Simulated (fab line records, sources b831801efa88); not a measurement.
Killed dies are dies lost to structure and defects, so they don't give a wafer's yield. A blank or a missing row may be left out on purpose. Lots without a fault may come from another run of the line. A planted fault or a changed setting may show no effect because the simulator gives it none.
fab line records | flow sky130
record lots=7 wafers=21 last_day=50
route steps=708 shown CONTACT@418 METAL1@434 PAD_OPEN@708
lots that met no fault: from a run of the same line without faults
start_h: hours from the record's first day to the start of the lot's first wafer shown | wait_h: hours since the lot's step before | " the same as in the row above | L1.1+2: a row that stands for several wafers | - no value, or no start given | * or withheld: withheld | < > ~ a bound
route shown NAME@n: a module of which the file shows steps, and the number in the route of the first | usual: mean/standard deviation of fault-free wafers | same: alike in all rows | chamber/n: place in a boat | sites: the reading at each site | _std_site: their standard deviation | _edge_site: outer sites' mean less inner sites' | radius_mm: how far each site lies from the wafer's centre | mask NAME#n: copy n | behind: the tool/chamber that last shaped the wafer | hold: why the lot was held/for how many hours/how that ended | device: the transistor (n, p or np) that didn't switch | end of line: the same wafers' tests at the end of the route | a step without rows: its recipe alone | killed: dies lost to structure and defects at the first sort, not the wafer's yield | map: a wafer's dies, x killed, . not, _ none there
set.NAME: the setting as run; set.NAME@STEP: as run at that earlier step | model.NAME: the simulator's own value behind a step, which no gauge read
lots at some steps of the route; a table a step, a row a wafer
services: from which hour (start_h, from the record's first day; less than 0 if before it) a tool's chamber was out of use, for how many hours, and why
## steps
# step SKY_CONTACT_PEB_12
# recipe peb_temp_c=withheld peb_time_s=withheld resist=KrF-thick
# step SKY_CONTACT_DEVELOP_13
# recipe develop_time_s=60 resist=KrF-thick dev_temp_c=21
# step SKY_CONTACT_CD_MEAS_14
# recipe target_cd_nm=170
# usual cd_nm=170.2/1.6
# columns lot.wafer tool chamber start_h wait_h cd_nm
L810.1 cd_sem-02 - 748.26 - 171.0
L810.2 " - " " 170.4
L810.5 " - " " 171.9
L812.3 cd_sem-02 - 776.00 - 172.8
L812.4 " - " " 171.8
L812.6 " - " " 172.4
L816.1 cd_sem-02 - 806.95 - 170.5
L816.2 " - " " 171.4
L816.6 " - " " 169.4
L823.1 cd_sem-01 - 846.28 - 168.0
L823.4 " - " " 170.3
L823.5 " - " " 166.2
L824.1 cd_sem-02 - 858.33 - 171.6
L824.3 " - " " 170.4
L824.6 " - " " 170.2
L825.1 cd_sem-02 - 866.12 - 172.0
L825.2 " - " " 172.8
L825.3 " - " " 173.0
L831.2 cd_sem-01 - 903.84 - 171.7
L831.4 " - " " 170.5
L831.5 " - " " 170.5
# step SKY_CONTACT_OVL_MEAS_15
# usual CONTACT_OVL=-2/4.9
# columns lot.wafer tool chamber start_h wait_h CONTACT_OVL[nm]
L810.1 overlay-01 - 748.38 0.1 -3
L810.2 " - " " -4
L810.5 " - " " -2
L812.3 overlay-02 - 776.10 0.1 0
L812.4 " - " " 5
L812.6 " - " " 6
L816.1 overlay-02 - 807.07 0.1 -1
L816.2 " - " " -3
L816.6 " - " " -5
L823.1 overlay-01 - 846.40 0.1 -1
L823.4 " - " " 6
L823.5 " - " " 4
L824.1 overlay-02 - 858.45 0.1 -3
L824.3 " - " " 6
L824.6 " - " " 5
L825.1 overlay-02 - 866.24 0.1 -3
L825.2 " - " " 4
L825.3 " - " " 11
L831.2 overlay-02 - 903.94 0.1 3
L831.4 " - " " -2
L831.5 " - " " -2
# step SKY_CONTACT_ETCH_16
# recipe chemistry=N2/H2 target=BARC ion_energy_ev=200 source_w=500 bias_w=100 pressure_mtorr=30 n2_flow_sccm=100 h2_flow_sccm=200 stop_on=SiO2 time_s=45.9 target_depth_a=600
# usual drypump_motor_current_A=5.9/0.41 oes_product_au=0.855/0.0045 rf_fwd_power_W=495.7/1.8 throttle_valve_pct=13.224/0.0083
# columns lot.wafer tool chamber start_h wait_h drypump_motor_current_A oes_product_au rf_fwd_power_W rf_hours_counter_h throttle_valve_pct
L810.1 rie_diel-03 3 748.42 0.0 6.3 0.856 493.2 11 13.236
L810.2 " 2 " " 5.3 0.855 497.0 3 13.229
L810.5 " 0 " " 6.1 0.848 495.9 - 13.228
L812.3 rie_diel-03 3 776.12 0.0 6.2 0.856 494.9 12 13.221
L812.4 " 1 " " 5.6 0.857 493.4 32 13.223
L812.6 " 2 " " 5.3 0.856 495.5 - 13.228
L816.1 rie_diel-04 0 807.11 0.0 5.7 0.857 497.9 12 13.231
L816.2 " 1 " " 6.2 0.852 496.6 2 13.221
L816.6 " 0 " " 5.7 0.855 497.7 - 13.224
L823.1 rie_diel-03 2 846.43 0.0 5.3 0.852 496.6 6 13.229
L823.4 " 2 " " 5.3 0.854 497.5 - 13.226
L823.5 " 0 " " 6.1 0.850 494.7 - 13.214
L824.1 rie_diel-04 3 858.49 0.0 6.3 0.847 495.5 13 13.221
L824.3 " 2 " " 6.6 0.852 496.3 5 13.220
L824.6 " 1 " " 6.2 0.859 496.1 - 13.221
L825.1 rie_diel-02 3 866.27 0.0 5.7 0.852 493.2 7 13.223
L825.2 " 1 " " 5.7 0.853 495.8 8 13.231
L825.3 " 2 " " 5.8 0.853 496.3 8 13.225
L831.2 rie_diel-04 3 903.97 0.0 6.3 0.859 496.8 14 13.223
L831.4 " 2 " " 6.6 0.863 495.7 7 13.233
L831.5 " 0 " " 5.7 0.852 497.4 - 13.219
# step SKY_CONTACT_ETCH_17
# recipe target=SiO2 chemistry=C4F8/O2/Ar stop_on=Si3N4 mask_material=KrF-thick source_w=1500 bias_w=1200 pressure_mtorr=40 c4f8_flow_sccm=withheld O2_flow_sccm=6 Ar_flow_sccm=300 time_s=withheld target_depth_a=3400
# step SKY_CONTACT_ETCH_18
# recipe target=Si3N4 chemistry=CHF3/O2 stop_on=TiN source_w=600 bias_w=200 pressure_mtorr=40 chf3_flow_sccm=50 O2_flow_sccm=5 time_s=39 target_depth_a=750
# usual drypump_motor_current_A=5.9/0.4 oes_product_au=0.853/0.0078 rf_fwd_power_W=594.2/2.6 throttle_valve_pct=8.794/0.0085
# columns lot.wafer tool chamber start_h wait_h drypump_motor_current_A oes_product_au rf_fwd_power_W rf_hours_counter_h throttle_valve_pct
L810.1 rie_diel-03 3 - - 6.2 0.845 593.7 11 8.792
L810.2 " 2 " " 5.3 0.850 596.6 3 8.804
L810.5 " 0 " " 6.0 0.857 592.9 - 8.784
L812.3 rie_diel-03 3 - - 6.2 0.860 591.9 12 8.797
L812.4 " 1 " " 5.6 0.858 591.9 32 8.816
L812.6 " 2 " " 5.3 0.852 597.5 - 8.801
L816.1 rie_diel-04 0 - - 5.7 0.858 594.4 12 8.786
L816.2 " 1 " " 6.2 0.853 594.9 2 8.792
L816.6 " 0 " " 5.7 0.856 596.4 - 8.801
L823.1 rie_diel-03 2 - - 5.3 0.840 594.6 6 8.795
L823.4 " 2 " " 5.3 0.850 596.5 - 8.786
L823.5 " 0 " " 6.1 0.846 594.5 - 8.793
L824.1 rie_diel-04 3 - - 6.3 0.841 592.6 13 8.792
L824.3 " 2 " " 6.6 0.832 594.0 5 8.789
L824.6 " 1 " " 6.2 0.854 593.7 - 8.801
L825.1 rie_diel-02 3 - - 5.7 0.836 590.7 7 8.789
L825.2 " 1 " " 5.7 0.837 593.8 8 8.798
L825.3 " 2 " " 5.8 0.851 591.9 8 8.805
L831.2 rie_diel-04 3 - - 6.3 0.853 596.2 14 8.794
L831.4 " 2 " " 6.6 0.862 595.5 7 8.777
L831.5 " 0 " " 5.7 0.861 599.1 - 8.804
# step SKY_CONTACT_STRIP_19
# recipe chemistry=O2/N2 power_w=1400 pressure_mtorr=1500 platen_temp_c=withheld o2_flow_sccm=3000 n2_flow_sccm=300 overash_fraction=0.5
# usual drypump_motor_current_A=5.6/0.46 oes_product_au=0.381/0.005 strip_time_to_endpoint_s=3.62/0.035
# columns lot.wafer tool chamber start_h wait_h drypump_motor_current_A oes_product_au rf_hours_counter_h strip_time_to_endpoint_s
L810.1 plasma_asher-04 0 748.55 - 5.3 0.381 0 3.64
L810.2 " 1 " " 5.3 0.386 0 3.64
L810.5 " 1 " " 5.3 0.383 - 3.64
L812.3 plasma_asher-04 0 776.28 - 5.3 0.371 - 3.60
L812.4 " 1 " " 5.3 0.377 - 3.59
L812.6 " 1 " " 5.3 0.379 - 3.64
L816.1 plasma_asher-03 0 807.24 - 6.5 0.378 98 3.56
L816.2 " 1 " " 5.3 0.383 98 3.67
L816.6 " 0 " " 6.5 0.374 - 3.57
L823.1 plasma_asher-02 1 846.56 - 5.4 0.377 41 3.66
L823.4 " 0 " " 5.5 0.387 - 3.62
L823.5 " 1 " " 5.4 0.377 - 3.64
L824.1 plasma_asher-03 0 858.62 - 6.5 0.373 103 3.58
L824.3 " 0 " " 6.5 0.372 - 3.63
L824.6 " 0 " " 6.5 0.389 - 3.68
L825.1 plasma_asher-03 1 866.41 - 5.3 0.381 104 3.65
L825.2 " 0 " " 6.4 0.396 104 3.64
L825.3 " 0 " " 6.4 0.381 - 3.65
L831.2 plasma_asher-04 0 904.11 - 5.3 0.379 15 3.59
L831.4 " 1 " " 5.3 0.384 - 3.70
L831.5 " 1 " " 5.3 0.377 - 3.62
# step SKY_CONTACT_STRIP_20
# recipe chemistry=post_etch_residue_remover time_s=1200 temp_c=72.5
# step SKY_CONTACT_CLEAN_21
# recipe chemistry=IPA time_s=180 temp_c=25
# step SKY_CONTACT_CLEAN_22
# recipe chemistry=O3/DIW dry=n2_spin
# step SKY_CONTACT_SPUTTER_23
# recipe material=TiN target_thk_nm=20 chamber_pressure_pa=5 power_w=4000 time_s=80
# usual throttle_valve_pct=30.3/1.1
# columns lot.wafer tool chamber start_h wait_h throttle_valve_pct
L810.1 pvd_sputter-04 - 749.19 0.0 31.1
L810.2 " - " " 32.0
L810.5 " - " " 28.9
L812.3 pvd_sputter-04 - 776.89 0.0 31.2
L812.4 " - " " 32.1
L812.6 " - " " 30.9
L816.1 pvd_sputter-04 - 807.84 0.0 31.0
L816.2 " - " " 31.4
L816.6 " - " " 29.0
L823.1 pvd_sputter-02 - 847.16 0.0 31.4
L823.4 " - " " 28.8
L823.5 " - " " 31.5
L824.1 pvd_sputter-01 - 859.21 0.0 28.7
L824.3 " - " " 29.6
L824.6 " - " " 31.1
L825.1 pvd_sputter-04 - 867.00 0.0 31.8
L825.2 " - " " 28.9
L825.3 " - " " 31.4
L831.2 pvd_sputter-02 - 904.74 0.0 29.5
L831.4 " - " " 30.8
L831.5 " - " " 29.3
# step SKY_CONTACT_CVD_24
# recipe material=W target_thk_nm=340 time_s=102.12 temp_c=400 pressure_torr=40
# usual heater_power_w=854/75 susceptor_temp_C=399.96/0.23
# columns lot.wafer tool chamber start_h wait_h heater_power_w susceptor_temp_C model.W_of_CONTACT_CVD_24.thk_nm
L810.1 cvd_w-01 0 749.25 0.0 866 399.69 341.1
L810.2 " 0 " " 869 399.92 333.8
L810.5 " 0 " " 894 399.87 335.3
L812.3 cvd_w-01 1 776.99 0.1 763 400.20 338.7
L812.4 " 0 " " 878 399.79 342
L812.6 " 1 " " 773 400.08 336.6
L816.1 cvd_w-01 1 807.90 0.0 790 400.05 336
L816.2 " 0 " " 887 400.04 346
L816.6 " 0 " " 898 400.07 339.4
L823.1 cvd_w-01 1 847.22 0.0 794 399.88 327
L823.4 " 1 " " 782 399.94 455
L823.5 " 0 " " 876 399.80 464.2
L824.1 cvd_w-01 1 859.27 0.0 772 400.38 331.6
L824.3 " 0 " " 894 399.83 467
L824.6 " 0 " " 867 400.10 340.1
L825.1 cvd_w-01 0 867.06 0.0 899 400.03 339.2
L825.2 " 1 " " 788 400.11 333.1
L825.3 " 1 " " 762 399.99 458.5
L831.2 cvd_w-02 1 904.80 0.0 1017 399.98 337.6
L831.4 " 0 " " 809 399.79 340.5
L831.5 " 0 " " 818 400.31 341.2
# step SKY_CONTACT_RS_MEAS_25
# recipe thk_meas_gauge=four-point-probe reads=W_of_CONTACT_CVD_24+TiN_of_CONTACT_SPUTTER_23
# usual CONTACT_W_RS=0.339/0.0054
# columns lot.wafer tool chamber start_h wait_h CONTACT_W_RS[ohm/sq]
L810.1 film_metro-01 - 749.47 0.2 0.337
L810.2 " - " " 0.345
L810.5 " - " " 0.343
L812.3 film_metro-04 - 777.10 0.1 0.340
L812.4 " - " " 0.336
L812.6 " - " " 0.341
L816.1 film_metro-01 - 808.01 0.1 0.342
L816.2 " - " " 0.332
L816.6 " - " " 0.339
L823.1 film_metro-01 - 847.33 0.1 0.353
L823.4 " - " " 0.252
L823.5 " - " " 0.247
L824.1 film_metro-02 - 859.38 0.1 0.346
L824.3 " - " " 0.244
L824.6 " - " " 0.337
L825.1 film_metro-04 - 867.17 0.1 0.339
L825.2 " - " " 0.346
L825.3 " - " " 0.250
L831.2 film_metro-02 - 904.93 0.1 0.340
L831.4 " - " " 0.337
L831.5 " - " " 0.337
# step SKY_CONTACT_THK_MEAS_26
# recipe thk_meas_gauge=xrf reads=W_of_CONTACT_CVD_24
# usual CONTACT_W_THK=328/5.6
# columns lot.wafer tool chamber start_h wait_h CONTACT_W_THK[nm]
L810.1 film_metro-01 - 749.59 0.1 332
L810.2 " - " " 321
L810.5 " - " " 328
L812.3 film_metro-04 - 777.20 0.1 326
L812.4 " - " " 327
L812.6 " - " " 323
L816.1 film_metro-01 - 808.13 0.1 328
L816.2 " - " " 337
L816.6 " - " " 331
L823.1 film_metro-01 - 847.45 0.1 313
L823.4 " - " " 438
L823.5 " - " " 440
L824.1 film_metro-02 - 859.50 0.1 320
L824.3 " - " " 444
L824.6 " - " " 325
L825.1 film_metro-04 - 867.29 0.1 331
L825.2 " - " " 324
L825.3 " - " " 444
L831.2 film_metro-02 - 905.04 0.1 326
L831.4 " - " " 327
L831.5 " - " " 327
# step SKY_CONTACT_CMP_27
# recipe stop_on=SiO2 t_overpolish_s=15 down_force_psi=3.5 platen_rpm=60 target_thk_nm=0 pad_velocity_m_s=0.94248
# usual motor_current_A=10.6/0.77 time_to_endpoint_s=84/4
# columns lot.wafer tool chamber start_h wait_h motor_current_A time_to_endpoint_s
L810.1 cmp-02 1 749.65 0.1 10.8 93
L810.2 " 3 " " 10.8 89
L810.5 " 1 " " 12.2 90
L812.3 cmp-02 1 777.29 0.1 11.1 88
L812.4 " 2 " " 11.1 82
L812.6 " 1 " " 10.8 88
L816.2 cmp-02 2 808.19 0.0 11.0 87
L816.1 " 3 " " 11.2 90
L816.6 " 2 " " 11.1 87
L823.1 cmp-01 2 847.56 0.1 10.1 82
L823.4 " 3 " " 11.7 109
L823.5 " 2 " " 9.9 116
L824.1 cmp-01 3 859.61 0.1 10.8 78
L824.3 " 0 " " 11.8 109
L824.6 " 2 " " 10.1 83
L825.3 cmp-02 1 867.40 0.1 11.0 122
L825.1 " 2 " " 11.2 86
L825.2 " 3 " " 10.6 83
L831.2 cmp-02 0 905.14 0.1 9.8 78
L831.4 " 1 " " 11.2 86
L831.5 " 0 " " 9.2 81
# step SKY_METAL1_SPUTTER_00
# recipe material=Ti target_thk_nm=15 power_w=3000 time_s=10 chamber_pressure_pa=0.4
# usual throttle_valve_pct=30.0/0.9
# columns lot.wafer tool chamber start_h wait_h throttle_valve_pct
L810.1 pvd_sputter-03 - 749.95 0.2 30.2
L810.2 " - " " 29.8
L810.5 " - " " 29.9
L812.3 pvd_sputter-03 - 777.54 0.2 31.3
L812.4 " - " " 29.8
L812.6 " - " " 29.7
L816.1 pvd_sputter-03 - 808.49 0.2 30.2
L816.2 " - " " 31.0
L816.6 " - " " 29.2
L823.1 pvd_sputter-03 - 847.81 0.2 29.0
L823.4 " - " " 29.7
L823.5 " - " " 30.1
L824.1 pvd_sputter-02 - 859.86 0.2 30.7
L824.3 " - " " 29.5
L824.6 " - " " 31.4
L825.1 pvd_sputter-02 - 867.65 0.1 28.8
L825.2 " - " " 30.7
L825.3 " - " " 29.3
L831.2 pvd_sputter-01 - 905.39 0.2 29.9
L831.4 " - " " 29.3
L831.5 " - " " 28.8
# step SKY_PAD_OPEN_PROBE_99
# usual killed_at_M0_to_M3=42/6.1 killed_at_M4_up=3.4/2 killed_at_contacts=23/4.8 killed_at_front_end=15/3.8 killed_at_other=0.3/0.48 killed_dies=84/8.5 killed_open=46/6.8 killed_short=38/6.2
# same gross_dies=492 killed_at_back_side=0
# columns lot.wafer tool chamber start_h wait_h killed_at_M0_to_M3 killed_at_M4_up killed_at_contacts killed_at_front_end killed_at_other killed_dies killed_open killed_short
L812.3 prober-01 - 1110.64 0.2 49 3 29 23 0 104 62 42
L812.4 prober-01 - 1110.69 0.2 41 4 29 16 1 91 58 33
L812.6 prober-01 - 1110.79 0.2 54 7 17 14 0 92 49 43
L816.1 prober-01 - 1131.99 0.1 45 2 24 21 1 93 47 45
L816.2 prober-01 - 1132.04 0.1 49 3 26 11 0 89 51 37
L816.6 prober-01 - 1132.24 0.2 30 3 26 16 0 75 36 37
L823.1 prober-02 - 1162.62 0.1 42 2 29 20 0 93 51 42
L823.4 prober-02 - 1162.77 0.2 46 3 22 20 1 92 54 38
L824.1 prober-01 - 1171.04 0.1 44 4 26 13 0 87 51 36
L824.3 prober-01 - 1171.14 0.2 50 2 24 11 1 88 43 45
# killed by level:class
L812.3 CONTACT:geometric_particle:open=14 VIA1:geometric_particle:open=14 LI_CONTACT:geometric_particle:open=8 FIELD_ISO:geometric_particle:short=7 FIELD_ISO:geometric_particle:open=6 VIA1:geometric_particle:short=6 POLY_GATE:geometric_particle:open=6 VIA2:geometric_particle:open=5
L812.4 VIA1:geometric_particle:open=14 CONTACT:geometric_particle:open=11 LI_CONTACT:geometric_particle:open=6 CONTACT:geometric_particle:short=6 VIA3:geometric_particle:open=6 POLY_GATE:geometric_particle:open=5 FIELD_ISO:geometric_particle:open=4 FIELD_ISO:geometric_particle:short=4
L812.6 VIA1:geometric_particle:open=18 METAL1:geometric_particle:short=7 POLY_GATE:geometric_particle:open=6 LI_CONTACT:geometric_particle:open=6 METAL4:geometric_particle:short=6 VIA1:geometric_particle:short=5 VIA3:geometric_particle:open=5 METAL2:geometric_particle:short=4
L816.1 CONTACT:geometric_particle:open=11 VIA3:geometric_particle:open=8 POLY_GATE:geometric_particle:short=7 VIA1:geometric_particle:open=7 METAL2:geometric_particle:short=6 POLY_GATE:geometric_particle:open=5 CONTACT:geometric_particle:short=5 VIA3:geometric_particle:short=5
L816.2 VIA1:geometric_particle:open=12 CONTACT:geometric_particle:open=9 VIA2:geometric_particle:open=9 LI_CONTACT:geometric_particle:open=7 LOCAL_INTERCONNECT:geometric_particle:short=5 METAL1:geometric_particle:short=5 VIA1:geometric_particle:short=5 FIELD_ISO:geometric_particle:open=4
L816.6 VIA1:geometric_particle:open=9 LI_CONTACT:geometric_particle:open=8 CONTACT:geometric_particle:open=8 CONTACT:geometric_particle:short=7 FIELD_ISO:geometric_particle:short=4 METAL1:geometric_particle:short=4 METAL2:geometric_particle:short=4 VIA3:geometric_particle:short=4
L823.1 CONTACT:geometric_particle:open=13 VIA1:geometric_particle:open=9 CONTACT:geometric_particle:short=7 METAL1:geometric_particle:short=7 FIELD_ISO:geometric_particle:short=6 POLY_GATE:geometric_particle:short=6 VIA2:geometric_particle:open=6 VIA3:geometric_particle:open=6
L823.4 VIA1:geometric_particle:open=12 VIA3:geometric_particle:open=9 VIA2:geometric_particle:open=8 FIELD_ISO:geometric_particle:open=7 CONTACT:geometric_particle:short=6 POLY_GATE:geometric_particle:short=5 CONTACT:geometric_particle:open=5 METAL2:geometric_particle:short=5
L824.1 CONTACT:geometric_particle:open=10 LI_CONTACT:geometric_particle:open=6 VIA2:geometric_particle:short=6 VIA2:geometric_particle:open=6 VIA3:geometric_particle:open=6 CONTACT:geometric_particle:short=5 FIELD_ISO:geometric_particle:open=4 METAL2:geometric_particle:open=4
L824.3 CONTACT:geometric_particle:open=9 VIA3:geometric_particle:open=9 VIA1:geometric_particle:open=8 LI_CONTACT:geometric_particle:open=7 METAL1:geometric_particle:short=7 METAL2:geometric_particle:short=7 VIA1:geometric_particle:short=6 VIA2:geometric_particle:open=5
## services
# columns tool chamber start_h hours kind
rie_diel-02 - 726.06 2.4 repair
pvd_sputter-03 - 727.53 9.2 repair
plasma_asher-04 - 733.75 9.0 pm
rie_diel-04 1 735.42 7.6 repair
rie_diel-03 - 743.50 0.1 repair
cmp-02 - 744.00 4.0 pm
cvd_w-01 1 748.42 14.6 repair
plasma_asher-04 - 750.63 6.0 repair
cmp-01 - 754.79 1.3 repair
rie_diel-03 - 758.72 2.8 pm
plasma_asher-03 - 768.12 8.2 repair
plasma_asher-03 - 783.98 2.8 pm
pvd_sputter-04 - 785.26 3.4 repair
rie_diel-03 - 789.53 14.6 pm
cmp-02 - 790.68 0.4 repair
rie_diel-03 3 811.32 18.7 repair
pvd_sputter-04 - 815.04 4.4 repair
cmp-02 - 815.23 2.9 pm
rie_diel-03 - 841.62 0.8 repair
cmp-02 - 844.32 3.1 repair
cvd_w-01 1 870.33 4.2 repair
plasma_asher-03 - 899.40 1.0 repair
rie_diel-03 - 902.65 15.6 pm
cvd_w-01 - 904.00 14.0 pm
## key
first_sign step=SKY_CONTACT_RS_MEAS_25 reading=CONTACT_W_RS direction=down sigmas=17 usual=0.339 struck=0.248
effect step=SKY_CONTACT_THK_MEAS_26 reading=CONTACT_W_THK direction=up sigmas=20 usual=328 struck=441
effect step=SKY_CONTACT_CMP_27 reading=time_to_endpoint_s direction=up sigmas=7.4 usual=* struck=*
model_effect step=SKY_CONTACT_CVD_24 value=W_of_CONTACT_CVD_24.thk_nm without=334.1 struck=461.2
met_at SKY_CONTACT_CVD_24
struck_wafers L823.4,L823.5,L824.3,L825.3
tester_left_out L823,L824,L825
onset_between 807.90 847.22
fault kind=process_parameter_drift tool=cvd_w-01 chamber=- onset_h=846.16 steps=SKY_CONTACT_CVD_24 channel=target_thk_nm offset=127.4 shape=step end_h=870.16 scope=struck_wafers_only acts_in=these_recipes_only stated=340
# tester_left_out: of these lots the tester's yield and bins aren't shown, on N5 and GAA mostly nor the transistor test; their killed dies are dies lost to structure and defects alone, not to doping, threshold or leakage, so they don't give the yield
